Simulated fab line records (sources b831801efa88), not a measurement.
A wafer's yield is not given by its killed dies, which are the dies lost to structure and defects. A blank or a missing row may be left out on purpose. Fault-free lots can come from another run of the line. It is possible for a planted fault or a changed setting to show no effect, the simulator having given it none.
Chamber matching | flow sky130 | SKY_CONTACT_ETCH_17 on rie-diel-04 has 4 sister chambers
The step etches SiO2 in C4F8/O2/Ar, stops on Si3N4, target depth 340 nm. 4 wafers are shown with their chamber, then 7 later ones without.

== WAFERS PAIRED WITH THEIR CHAMBERS ==
wafer  | chamber | bias-w (W)
L079.3 | 2       | 1205
L080.5 | 3       | 1193
L083.6 | 0       | 1200
L085.4 | 1       | 1199

== WAFERS MISSING THEIR CHAMBER ==
wafer  | bias-w (W)
L085.6 | 1203
L093.4 | 1204
L093.5 | 1196
L093.6 | 1204
L097.1 | 1201
L097.4 | 1198
L097.5 | 1199

== EACH ONE'S CHAMBER ==
wafer  | from the rows above          | in truth
L085.6 | can't be placed: 2 or 0 or 1 | 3
L093.4 | can't be placed: 2 or 0      | 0
L093.5 | can't be placed: 1 or 3 or 0 | 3
L093.6 | can't be placed: 2 or 0      | 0
L097.1 | can't be placed: 0 or 1 or 2 | 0
L097.4 | can't be placed: 1 or 0      | 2
L097.5 | can't be placed: 1 or 0      | 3
Correct placement for 0 of the 7. From these rows, 7 cannot be placed; in 4 the true chamber is one of the candidates. 0 placed wrongly.
How it was worked out, from the rows above alone: a wafer's distance from a chamber is the root of the sum, over the readings, of the square of ((its reading less the chamber's mean) divided by the reading's scatter). If the next closest chamber is less than 2 further off than the closest, the wafer can't be placed; otherwise it belongs to the closest. Each chamber's mean is taken over the wafers shown for it. The scatter: with one shown wafer a chamber, the root of the mean of the squares of how far each hidden wafer lies from its nearest shown one.
